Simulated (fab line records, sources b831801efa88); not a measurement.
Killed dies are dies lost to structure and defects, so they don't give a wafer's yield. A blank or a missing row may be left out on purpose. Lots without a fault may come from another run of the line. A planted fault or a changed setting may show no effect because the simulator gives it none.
Which tool did it? | flow gf180mcu | 12 lots, 36 wafers sampled, at 1 step of a route of 602

WHAT THE GAUGES READ, wafer by wafer
GF_V1_CD_MEAS_14: target cd 260 nm.
lot  | measured     | on        | cd_nm (nm)
L075 | day 18 15:33 | cd_sem-02 | 260.6 259.7 260.1
L077 | day 19 00:38 | cd_sem-02 | 262.3 261.4 260.7
L079 | day 20 00:22 | cd_sem-02 | 258.1 258.2 257.4
L081 | day 21 04:04 | cd_sem-01 | 261.1 261.1 260.7
L083 | day 21 15:25 | cd_sem-02 | 261.9 261.7 262.2
L085 | day 22 15:26 | cd_sem-01 | 261.5 261.2 260.5
L087 | day 22 23:44 | cd_sem-01 | 258.3 259.7 258.8
L089 | day 24 00:35 | cd_sem-02 | 260.7 260.4 260.3
L090 | day 24 15:43 | cd_sem-01 | 260.7 259.1 260.7
L093 | day 25 03:07 | cd_sem-01 | 260.1 259.1 259.7
L095 | day 25 16:32 | cd_sem-01 | 259.1 258.8 260.0
L097 | day 25 23:55 | cd_sem-01 | 260.8 260.6 260.9

WHICH TOOL RAN EACH LOT (tool, then ch and the chambers of the sampled wafers, then the start)
The record holds no process step before these readings.

THE ANSWER, worked out from the rows above alone
Rule: what is usual is taken from the lots themselves. Put in order of their means at a reading, lots are off if they are a third of the lots or fewer, leave a main group of 4 or more, and stand apart from it by a gap of 3 or more times the standard deviation of the main group's means; of several such gaps the widest counts. A main group whose means are all the same, to the digits that the tables above print for the reading, isn't used. A lot without any number at a reading at which 4 lots or more have one is off too. The other lots that the step has rows for count as sound.
No lot is off at any reading shown: from this, nothing can be told.

WHAT THE SIMULATOR HAD PUT IN
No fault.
